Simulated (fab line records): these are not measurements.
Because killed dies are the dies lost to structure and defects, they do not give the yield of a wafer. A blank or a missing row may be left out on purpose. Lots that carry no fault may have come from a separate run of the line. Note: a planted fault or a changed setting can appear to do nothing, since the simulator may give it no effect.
What tool caused it? | flow sky130 | 12 lots with 36 wafers sampled at 4 steps, on a route of 708 steps

== WHAT EACH GAUGE READ, for each wafer ==
SKY_NWELL_OVL_MEAS_10. Usual: NWELL_00_OVL gives -0.4 nm (standard deviation 1.2).
lot  | measured     | on         | NWELL_00_OVL (nm) | flag
L774 | day 4 16:42  | overlay-02 | 0.1 -1.1 0.7      |
L775 | day 4 23:13  | overlay-02 | 1.0 -1.4 0.1      |
L779 | day 6 03:24  | overlay-02 | 1.7 0.7 0.8       |
L781 | day 6 07:16  | overlay-01 | -0.3 1.3 -0.1     |
L783 | day 6 21:02  | overlay-02 | -2.4 -0.4 0.8     |
L785 | day 7 04:13  | overlay-01 | 1.6 -0.3 1.4      |
L787 | day 7 16:51  | overlay-02 | 0.8 0.2 0.7       |
L789 | day 8 06:16  | overlay-02 | -0.8 -1.4 -0.5    |
L791 | day 8 16:16  | overlay-02 | 1.6 1.2 0.5       |
L794 | day 9 08:17  | overlay-02 | -1.2 1.5 0.3      |
L796 | day 9 22:34  | overlay-02 | 0.2 0.6 -1.3      |
L797 | day 10 04:22 | overlay-02 | 1.3 -0.6 0.7      |

SKY_VT_ADJUST_NCORE_CD_MEAS_07: the cd target is 380 nm. Usual: cd nm reads 379.2 nm (standard deviation 2.8).
lot  | measured     | on        | cd nm (nm)        | flag
L774 | day 8 18:46  | cd sem-01 | 380.0 382.7 379.9 |
L775 | day 9 00:51  | cd sem-01 | 378.8 381.1 379.0 |
L779 | day 10 13:25 | cd sem-02 | 377.7 379.4 376.6 |
L781 | day 10 18:29 | cd sem-02 | 379.9 382.5 378.6 |
L783 | day 11 11:11 | cd sem-02 | 385.5 385.6 384.8 |
L785 | day 11 20:34 | cd sem-01 | 379.7 382.0 379.7 |
L787 | day 12 11:07 | cd sem-01 | 381.0 381.9 382.6 |
L789 | day 13 03:34 | cd sem-02 | 382.6 379.2 382.3 |
L791 | day 13 19:05 | cd sem-02 | 377.5 378.5 378.7 |
L794 | day 14 09:40 | cd sem-02 | 378.2 379.2 378.4 |
L796 | day 15 02:05 | cd sem-02 | 379.3 381.5 380.8 |
L797 | day 15 10:38 | cd sem-02 | 378.4 378.4 380.1 |

SKY_VT_ADJUST_NCORE_TW_MEAS_11. Usual: VT_ADJUST_NCORE_TW gives 220.1 (standard deviation 1.4).
lot  | measured     | on            | VT_ADJUST_NCORE_TW | flag
L774 | day 8 19:10  | film metro-03 | 220.8 220.7 220.6  |
L775 | day 9 01:16  | film metro-03 | 220.1 219.9 219.0  |
L779 | day 10 13:49 | film metro-04 | 220.2 219.9 219.8  |
L781 | day 10 18:53 | film metro-03 | 220.6 220.0 220.7  |
L783 | day 11 11:35 | film metro-01 | 219.8 217.4 218.5  |
L785 | day 11 20:59 | film metro-04 | 236.9 237.7 237.2  | OFF
L787 | day 12 11:34 | film metro-01 | 234.6 233.5 234.3  | OFF
L789 | day 13 03:58 | film metro-03 | 219.4 220.9 219.5  |
L791 | day 13 19:28 | film metro-04 | 221.1 221.7 221.0  |
L794 | day 14 10:05 | film metro-04 | 222.0 221.9 221.9  |
L796 | day 15 02:28 | film metro-04 | 222.3 220.8 222.2  |
L797 | day 15 11:01 | film metro-01 | 216.2 217.7 217.8  |

== TOOL THAT RAN EACH LOT (tool first, then ch and the chambers of the sampled wafers, then the start) ==
lot  | SKY_VT_ADJUST_NCORE_IMPLANT_09
L774 | implanter-01 ch 0, day 8 18:55
L775 | implanter-04 ch 0, day 9 01:01
L779 | implanter-04 ch 0, day 10 13:34
L781 | implanter-02 ch 0, day 10 18:40
L783 | implanter-04 ch 0, day 11 11:21
L785 | implanter-01 ch 0, day 11 20:44
L787 | implanter-01 ch 0, day 12 11:19
L789 | implanter-04 ch 0, day 13 03:43
L791 | implanter-04 ch 0, day 13 19:14
L794 | implanter-04 ch 0, day 14 09:50
L796 | implanter-04 ch 0, day 15 02:14
L797 | implanter-04 ch 0, day 15 10:48
- SKY_VT_ADJUST_NCORE_IMPLANT_09

== AS READ BY THE TOOLS THEMSELVES (means over the sampled wafers that have a number; for cases with no such wafer, the mark the record gives instead) ==
SKY_VT_ADJUST_NCORE_IMPLANT_09. Usual: beam energy keV reads 10.001 (standard deviation 0.0037).
lot  | tool         | beam energy keV | flag
L774 | implanter-01 | 9.997           |
L775 | implanter-04 | 9.993           |
L779 | implanter-04 | 9.998           |
L781 | implanter-02 | 10.000          |
L783 | implanter-04 | 10.004          |
L785 | implanter-01 | 13.590          | OFF
L787 | implanter-01 | 13.586          | OFF
L789 | implanter-04 | 10.002          |
L791 | implanter-04 | 9.998           |
L794 | implanter-04 | 10.000          |
L796 | implanter-04 | 10.005          |
L797 | implanter-04 | 9.998           |

== THE ANSWER, worked out from the rows above alone ==
Rule: take the mean of a lot's wafers that have a number; if it is more than 3 standard deviations from the usual mean, the lot is off. A lot without any number at a reading at which 4 lots or more have one is off too. Where the step has rows for the other lots, those lots are counted as sound. After the gauges, taken in route order, come the tools' own readings; for these a lot's mean is taken, as printed above. The first step at which some lot is off is used, and at that step the reading that is off furthest; a lot without a number counts as furthest.
Off: L785, L787, seen at SKY_VT_ADJUST_NCORE_TW_MEAS_11 (VT_ADJUST_NCORE_TW).
If a tool, at a process step before that reading, ran all the lots that are off and no sound lot after the first of them, it fits. Not tried: the gauges at SKY_VT_ADJUST_NCORE_TW_MEAS_11; whatever is off there is also off at SKY_VT_ADJUST_NCORE_IMPLANT_09, on other tools, and gauge error can't account for it. One fits: implanter-01 at SKY_VT_ADJUST_NCORE_IMPLANT_09. Its last sound lot is L774 (day 8 18:55), its first lot that is off L785 (day 11 20:44): a fault that began between those two fits.
On the lots that are off, the tool's own readings at SKY_VT_ADJUST_NCORE_IMPLANT_09 differ by more than 5 times the standard deviation of the sound lots' means, which bears it out; beam energy keV reads 13.588 there versus 9.999 on the sound lots.

== WHAT THE SIMULATOR HAD INSERTED ==
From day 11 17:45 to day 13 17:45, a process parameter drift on implanter-01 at SKY_VT_ADJUST_NCORE_IMPLANT_09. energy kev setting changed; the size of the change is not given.
Lots struck among those shown: L785, L787. The rule above reached the same finding.
